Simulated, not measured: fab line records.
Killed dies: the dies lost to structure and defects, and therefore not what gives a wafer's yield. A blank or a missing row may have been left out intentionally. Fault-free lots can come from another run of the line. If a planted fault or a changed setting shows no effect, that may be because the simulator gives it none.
fab line records | flow sky130
record: lots: 6 wafers: 18 lastDay: 49
route steps=708 shown VIA3@589 METAL4@598 PAD_OPEN@708
lots untouched by any fault: they come from a run of this same line in which no faults occurred
startH: the number of hours between the record's first day and the start of the first shown wafer of the lot | waitH: how many hours have passed since the lot's step before this one | " as in the row above | L1.1+2: one row covering several wafers at once | - no value, or no start given | * or withheld: withheld | < > ~ a bound
route shown NAME@n: a module of which the file shows steps, and the number in the route of the first | usual: average and standard deviation across the fault-free wafers | same: alike in all rows | chamber/n: place in a boat | sites: the reading at each site | _std_site: standard deviation across them | _edge_site: mean of outer sites minus mean of inner sites | radiusMm: for every site, how far away it sits from the centre of the wafer | mask NAME#n: copy n | behind: the last tool/chamber to shape the wafer | hold: what put the lot on hold/how long, in hours/how the hold closed | device: which transistor (n, p or np) failed to switch | end of line: tests run on the same wafers once the route is complete | for a step that has no rows: nothing shown but its recipe | killed: the dies lost at the first sort to structure and to defects; this is not the yield of the wafer | map: per-die view of a wafer (x killed, . not killed, _ where there is no die)
set.NAME: the run value of the setting; set.NAME@STEP: its run value at that earlier step | model.NAME: the simulator's own value behind a step, which no gauge read
lots at selected steps of the route; one table per step, one row per wafer
services: from which hour (startH, from the record's first day; less than 0 if before it) a tool's chamber was out of use, for how many hours, and why
== steps ==
step: SKY_VIA3_STRIP_16
recipe: chemistry: O2/N2 powerW: 1400 pressureMtorr: 1500 platenTempC: withheld o2FlowSccm: 3000 n2FlowSccm: 300 overashFraction: 0.5
step: SKY_VIA3_STRIP_17
recipe: chemistry: postEtchResidueRemover timeS: 1200 tempC: 72.5
step: SKY_VIA3_CLEAN_18
recipe: chemistry: IPA timeS: 180 tempC: 25
step: SKY_VIA3_CLEAN_19
recipe: chemistry: O3/DIW dry: n2Spin
step: SKY_VIA3_SPUTTER_20
recipe: material: TiN targetThkNm: 20 chamberPressurePa: 5 powerW: 4000 timeS: 80
step: SKY_VIA3_CVD_21
recipe: material: W targetThkNm: 390 timeS: 117.31 tempC: 400 pressureTorr: 40
usual: heaterPowerW: 891/57
columns lot.wafer tool chamber startH waitH heaterPowerW sinceWetCleanH
L831.1 cvdW-02 0 941.27 0.0 832 23
L831.3 " 1 " " 832 -
L831.4 " 0 " " 842 -
L837.3 cvdW-02 1 993.40 0.1 816 -
L837.4 " 0 " " 825 -
L837.5 " 1 " " 821 -
L838.2 cvdW-01 1 995.10 0.0 908 591
L838.3 " 1 " " 902 -
L838.5 " 1 " " 890 -
L844.2 cvdW-01 1 1034.62 0.0 903 631
L844.3 " 0 " " 976 -
L844.4 " 1 " " 909 -
L845.3 cvdW-02 1 1039.94 0.1 835 -
L845.4 " 0 " " 833 -
L845.5 " 0 " " 829 -
L849.2 cvdW-02 0 1061.67 0.0 848 144
L849.4 " 1 " " 832 -
L849.6 " 0 " " 826 -
step: SKY_VIA3_RS_MEAS_22
recipe: thkMeasGauge: four-point-probe reads: W_of_VIA3_CVD_21+TiN_of_VIA3_SPUTTER_20
usual: VIA3_W_RS: 0.2932/0.0028
columns lot.wafer tool chamber startH waitH VIA3_W_RS[ohm/sq]
L831.1 filmMetro-01 - 941.40 0.1 0.2922
L831.3 " - " " 0.2932
L831.4 " - " " 0.2952
L837.3 filmMetro-02 - 993.52 0.1 0.2919
L837.4 " - " " 0.2925
L837.5 " - " " 0.2932
L838.2 filmMetro-04 - 995.24 0.1 0.2934
L838.3 " - " " 0.2962
L838.5 " - " " 0.2939
L844.2 filmMetro-02 - 1034.76 0.1 0.2915
L844.3 " - " " 0.2882
L844.4 " - " " 0.2909
L845.3 filmMetro-04 - 1040.06 0.1 0.2905
L845.4 " - " " 0.2926
L845.5 " - " " 0.2924
L849.2 filmMetro-04 - 1061.81 0.1 0.2955
L849.4 " - " " 0.2901
L849.6 " - " " 0.2953
step: SKY_VIA3_THK_MEAS_23
recipe: thkMeasGauge: xrf reads: W_of_VIA3_CVD_21
usual: VIA3_W_THK: 383/4.5
columns lot.wafer tool chamber startH waitH VIA3_W_THK[nm]
L831.1 filmMetro-01 - 941.52 0.1 383
L831.3 " - " " 384
L831.4 " - " " 377
L837.3 filmMetro-02 - 993.62 0.1 382
L837.4 " - " " 383
L837.5 " - " " 378
L838.2 filmMetro-04 - 995.35 0.1 386
L838.3 " - " " 382
L838.5 " - " " 385
L844.2 filmMetro-02 - 1034.87 0.1 383
L844.3 " - " " 387
L844.4 " - " " 384
L845.3 filmMetro-04 - 1040.16 0.1 392
L845.4 " - " " 388
L845.5 " - " " 386
L849.2 filmMetro-04 - 1061.92 0.1 389
L849.4 " - " " 394
L849.6 " - " " 387
step: SKY_VIA3_CMP_24
recipe: stopOn: SiO2 tOverpolishS: 20 downForcePsi: 3.5 platenRpm: 60 targetThkNm: 0 padVelocityMS: 0.94248
usual: edgeZonePressureFrac: 1.001/0.005 motorCurrentA: 11.0/0.92 overpolishRunS: 19.999/0.0097 timeToEndpointS: 95/3.6
columns lot.wafer tool chamber startH waitH edgeZonePressureFrac motorCurrentA overpolishRunS timeToEndpointS
L831.4 cmp-01 3 941.63 0.1 1.005 10.0 20.002 98
L831.3 " 0 " " 1.002 10.3 20.001 101
L831.1 " 1 " " 0.998 10.4 20.004 97
L837.4 cmp-02 2 993.66 0.0 1.007 11.7 19.997 93
L837.3 " 3 " " 0.997 11.3 19.987 97
L837.5 " 3 " " 0.991 11.4 19.990 97
L838.3 cmp-01 2 995.40 0.0 1.002 12.1 19.988 96
L838.2 " 3 " " 1.010 10.2 20.004 97
L838.5 " 3 " " 1.008 10.5 19.999 98
L844.3 cmp-01 0 1035.09 0.2 1.003 10.0 19.999 91
L844.2 " 2 " " 1.000 11.7 20.004 94
L844.4 " 3 " " 1.012 9.7 20.015 97
L845.4 cmp-02 2 1040.25 0.1 0.998 13.1 20.007 93
L845.3 " 3 " " 0.994 11.2 20.002 98
L845.5 " 2 " " 0.996 12.5 19.991 91
L849.2 cmp-02 3 1061.97 0.0 1.002 11.4 20.007 102
L849.4 " 1 " " 0.998 10.8 19.993 99
L849.6 " 3 " " 0.994 11.8 20.014 103
step: SKY_METAL4_SPUTTER_00
recipe: material: Ti targetThkNm: 15 powerW: 3000 timeS: 10 chamberPressurePa: 0.4
usual: chamberPressurePa: 0.4000/0.00086 throttleValvePct: 29.9/0.95
columns lot.wafer tool chamber startH waitH chamberPressurePa throttleValvePct
L831.1 pvdSputter-01 - 941.88 0.1 0.4008 30.1
L831.3 " - " " 0.3992 29.6
L831.4 " - " " 0.4002 29.9
L837.3 pvdSputter-04 - 993.96 0.2 0.3996 30.8
L837.4 " - " " 0.3993 30.0
L837.5 " - " " 0.4015 31.2
L838.2 pvdSputter-04 - 995.70 0.2 0.3998 30.9
L838.3 " - " " 0.3989 31.3
L838.5 " - " " 0.3998 30.1
L844.2 pvdSputter-03 - 1035.39 0.1 0.4011 29.9
L844.3 " - " " 0.3992 29.3
L844.4 " - " " 0.4006 29.2
L845.3 pvdSputter-01 - 1040.50 0.1 0.4000 29.4
L845.4 " - " " 0.4004 29.9
L845.5 " - " " 0.4010 30.0
L849.2 pvdSputter-04 - 1062.27 0.2 0.4003 30.1
L849.4 " - " " 0.3989 31.1
L849.6 " - " " 0.3995 30.9
step: SKY_METAL4_SPUTTER_01
recipe: material: TiN targetThkNm: 20 powerW: 6500 timeS: 16.7 chamberPressurePa: 0.4
usual: chamberPressurePa: 0.3998/0.00076 throttleValvePct: 29.9/0.93
columns lot.wafer tool chamber startH waitH chamberPressurePa throttleValvePct
L831.1 pvdSputter-01 - 941.90 0.0 0.3981 30.2
L831.3 " - " " 0.4000 29.5
L831.4 " - " " 0.3998 30.3
L837.3 pvdSputter-04 - 993.98 0.0 0.3986 30.9
L837.4 " - " " 0.4003 30.3
L837.5 " - " " 0.4000 30.9
L838.2 pvdSputter-04 - 995.72 0.0 0.3995 30.9
L838.3 " - " " 0.4007 30.9
L838.5 " - " " 0.3994 30.0
L844.2 pvdSputter-03 - 1035.42 0.0 0.4003 29.8
L844.3 " - " " 0.4000 29.0
L844.4 " - " " 0.4000 29.2
L845.3 pvdSputter-01 - 1040.52 0.0 0.3985 29.4
L845.4 " - " " 0.3978 30.4
L845.5 " - " " 0.3996 29.9
L849.2 pvdSputter-04 - 1062.30 0.0 0.4006 30.2
L849.4 " - " " 0.4008 30.8
L849.6 " - " " 0.3990 31.1
step: SKY_METAL4_SPUTTER_02
recipe: material: AlCu targetThkNm: 735 powerW: 10600 timeS: 39.1 chamberPressurePa: 0.4
usual: chamberPressurePa: 0.4000/0.00078 throttleValvePct: 29.9/0.95
columns lot.wafer tool chamber startH waitH chamberPressurePa throttleValvePct
L831.1 pvdSputter-01 - 941.92 0.0 0.4000 30.0
L831.3 " - " " 0.3995 29.6
L831.4 " - " " 0.3992 30.1
L837.3 pvdSputter-04 - 994.01 0.0 0.4002 31.1
L837.4 " - " " 0.4011 30.3
L837.5 " - " " 0.3990 30.9
L838.2 pvdSputter-04 - 995.75 0.0 0.3985 31.0
L838.3 " - " " 0.3994 30.9
L838.5 " - " " 0.4011 29.9
L844.2 pvdSputter-03 - 1035.44 0.0 0.4007 30.0
L844.3 " - " " 0.4011 29.1
L844.4 " - " " 0.4006 29.1
L845.3 pvdSputter-01 - 1040.55 0.0 0.4004 29.7
L845.4 " - " " 0.3991 30.2
L845.5 " - " " 0.4003 29.9
L849.2 pvdSputter-04 - 1062.32 0.0 0.3991 30.3
L849.4 " - " " 0.3994 31.0
L849.6 " - " " 0.3995 30.9
step: SKY_METAL4_SPUTTER_03
recipe: material: Ti targetThkNm: 5 powerW: 3000 timeS: 3.3 chamberPressurePa: 0.4
usual: chamberPressurePa: 0.4000/0.00082 throttleValvePct: 29.9/0.93
columns lot.wafer tool chamber startH waitH chamberPressurePa throttleValvePct
L831.1 pvdSputter-01 - 941.96 0.0 0.3986 30.1
L831.3 " - " " 0.4003 29.9
L831.4 " - " " 0.3998 30.0
L837.3 pvdSputter-04 - 994.04 0.0 0.4002 31.1
L837.4 " - " " 0.4160 29.6
L837.5 " - " " 0.4000 30.8
L838.2 pvdSputter-04 - 995.79 0.0 0.4006 30.9
L838.3 " - " " 0.3999 30.9
L838.5 " - " " 0.4156 29.4
L844.2 pvdSputter-03 - 1035.48 0.0 0.3996 29.9
L844.3 " - " " 0.3998 28.9
L844.4 " - " " 0.3995 29.3
L845.3 pvdSputter-01 - 1040.58 0.0 0.4003 29.6
L845.4 " - " " 0.4009 30.2
L845.5 " - " " 0.3993 29.8
L849.2 pvdSputter-04 - 1062.36 0.0 0.4013 30.3
L849.4 " - " " 0.4003 31.2
L849.6 " - " " 0.4004 30.8
step: SKY_METAL4_SPUTTER_04
recipe: material: TiN targetThkNm: 70 powerW: 6500 timeS: 58.3 chamberPressurePa: 0.4
step: SKY_PAD_OPEN_PROBE_99
usual: defectLimitedYield: 82.4/1.7 killed_at_M0_to_M3: 44/6.9 killed_at_M4_up: 3.3/1.7 killedAtContacts: 24/4.7 killedAtFrontEnd: 15/4.5 killedAtOther: 0.2/0.49 killedDies: 86/8.4 killedOpen: 47/6.5 killedShort: 39/6 sort_bin_3_pad_short: 0.9/0.4 sort_bin_5_function: 10.4/1.5 sort_bin_6_memory: 6.3/1 sortNPass: 406/8.4 sortYieldPct: 82.4/1.7
same: grossDies: 492 killedAtBackSide: 0 sort_bin_4_leakage[%]: 0 sort_bin_8_speed[%]: 0
columns lot.wafer tool chamber startH waitH defectLimitedYield[%] killed_at_M0_to_M3 killed_at_M4_up killedAtContacts killedAtFrontEnd killedAtOther killedDies killedOpen killedShort sort_bin_3_pad_short[%] sort_bin_5_function[%] sort_bin_6_memory[%] sortNPass sortYieldPct[%]
L831.1 prober-01 - 1084.43 0.1 79.3 50 5 32 13 2 102 58 44 0.6 13.0 7.1 390 79.3
L831.3 prober-01 - 1084.53 0.2 82.1 47 2 23 16 0 88 55 33 1.0 9.8 7.1 404 82.1
L831.4 prober-01 - 1084.58 0.2 82.5 39 1 33 13 0 86 50 36 1.2 8.7 7.5 406 82.5
L837.3 prober-01 - 1129.44 0.2 82.7 45 2 27 11 0 85 45 40 0.4 10.8 6.1 407 82.7
L837.4 prober-01 - 1129.49 0.2 83.7 36 2 28 14 0 80 42 38 0.6 8.3 7.3 412 83.7
L837.5 prober-01 - 1129.54 0.2 79.9 38 3 34 23 1 99 55 44 0.6 11.6 7.9 393 79.9
L838.2 prober-02 - 1130.01 0.1 83.1 39 3 22 19 0 83 46 37 0.6 9.3 6.9 409 83.1
L838.3 prober-02 - 1130.06 0.2 87.8 23 1 20 16 0 60 33 27 0.4 7.5 4.3 432 87.8
L838.5 prober-02 - 1130.16 0.2 82.9 39 2 27 15 1 84 45 39 0.8 8.9 7.3 408 82.9
killed by level:class
L831.1 VIA1:geometricParticle:open=18 LI_CONTACT:geometricParticle:open=9 CONTACT:geometricParticle:short=8 CONTACT:geometricParticle:open=8 VIA3:geometricParticle:open=7 METAL2:geometricParticle:short=5 VIA2:geometricParticle:open=5 LI_CONTACT:geometricParticle:short=4
L831.3 VIA1:geometricParticle:open=14 CONTACT:geometricParticle:open=11 FIELD_ISO:geometricParticle:open=8 VIA2:geometricParticle:open=7 CONTACT:geometricParticle:short=5 VIA1:geometricParticle:short=5 METAL2:geometricParticle:short=5 LI_CONTACT:geometricParticle:open=4
L831.4 CONTACT:geometricParticle:open=12 VIA1:geometricParticle:open=11 VIA1:geometricParticle:short=8 LI_CONTACT:geometricParticle:open=8 LI_CONTACT:geometricParticle:short=8 VIA3:geometricParticle:open=7 METAL1:geometricParticle:open=4 FIELD_ISO:geometricParticle:open=3
L837.3 LI_CONTACT:geometricParticle:open=7 CONTACT:geometricParticle:open=6 METAL1:geometricParticle:short=6 VIA2:geometricParticle:open=6 VIA1:geometricParticle:open=6 VIA3:geometricParticle:open=5 VIA1:geometricParticle:short=5 LOCAL_INTERCONNECT:geometricParticle:short=5
L837.4 VIA1:geometricParticle:open=10 LI_CONTACT:geometricParticle:open=8 CONTACT:geometricParticle:open=8 METAL1:geometricParticle:short=8 POLY_GATE:geometricParticle:open=6 CONTACT:geometricParticle:short=5 VIA2:geometricParticle:short=5 LOCAL_INTERCONNECT:geometricParticle:short=4
L837.5 LI_CONTACT:geometricParticle:open=12 VIA1:geometricParticle:open=9 CONTACT:geometricParticle:open=7 FIELD_ISO:geometricParticle:open=6 CONTACT:geometricParticle:short=6 POLY_GATE:geometricParticle:open=6 METAL1:geometricParticle:short=6 VIA3:geometricParticle:open=6
L838.2 VIA1:geometricParticle:open=8 CONTACT:geometricParticle:open=7 FIELD_ISO:geometricParticle:open=6 LI_CONTACT:geometricParticle:open=6 VIA2:geometricParticle:open=6 METAL1:geometricParticle:short=5 FIELD_ISO:geometricParticle:short=4 POLY_GATE:geometricParticle:open=4
L838.3 VIA1:geometricParticle:open=8 CONTACT:geometricParticle:open=8 POLY_GATE:geometricParticle:short=6 FIELD_ISO:geometricParticle:open=4 LOCAL_INTERCONNECT:geometricParticle:short=4 VIA3:geometricParticle:open=4 POLY_GATE:geometricParticle:open=3 LI_CONTACT:geometricParticle:open=3
L838.5 CONTACT:geometricParticle:open=12 VIA1:geometricParticle:open=8 METAL1:geometricParticle:short=7 VIA2:geometricParticle:open=6 VIA3:geometricParticle:open=6 LI_CONTACT:geometricParticle:open=5 LOCAL_INTERCONNECT:geometricParticle:short=5 FIELD_ISO:geometricParticle:open=4
== services ==
columns tool chamber startH hours kind
cvdW-02 0 918.00 - clean
cvdW-02 1 918.00 - clean
cvdW-01 - 921.03 6.9 pm
cmp-02 - 930.40 5.5 repair
cmp-02 - 935.95 4.3 pm
cmp-01 - 966.92 16.3 repair
cvdW-01 1 970.67 17.4 repair
pvdSputter-01 - 974.42 0.8 repair
cmp-01 - 996.51 3.8 pm
cmp-02 - 1000.46 11.7 pm
cmp-01 - 1003.36 1.4 repair
cmp-02 - 1015.09 0.9 repair
cmp-02 - 1031.70 5.6 repair
cvdW-02 - 1050.50 0.7 repair
== key ==
firstSign: step: SKY_METAL4_SPUTTER_03 reading: chamberPressurePa direction: up sigmas: 19 usual: 0.4000 struck: 0.4158
effect none on later readings
metAt SKY_METAL4_SPUTTER_03
struckWafers L837.4,L838.5
fault: kind: processParameterDrift tool: pvdSputter-04 chamber: - onsetH: 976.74 steps: SKY_METAL4_SPUTTER_03 channel: chamberPressurePa offset: 0.0165 shape: step endH: 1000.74 actsIn: theseRecipesOnly stated: 0.4 scope: struckWafersOnly
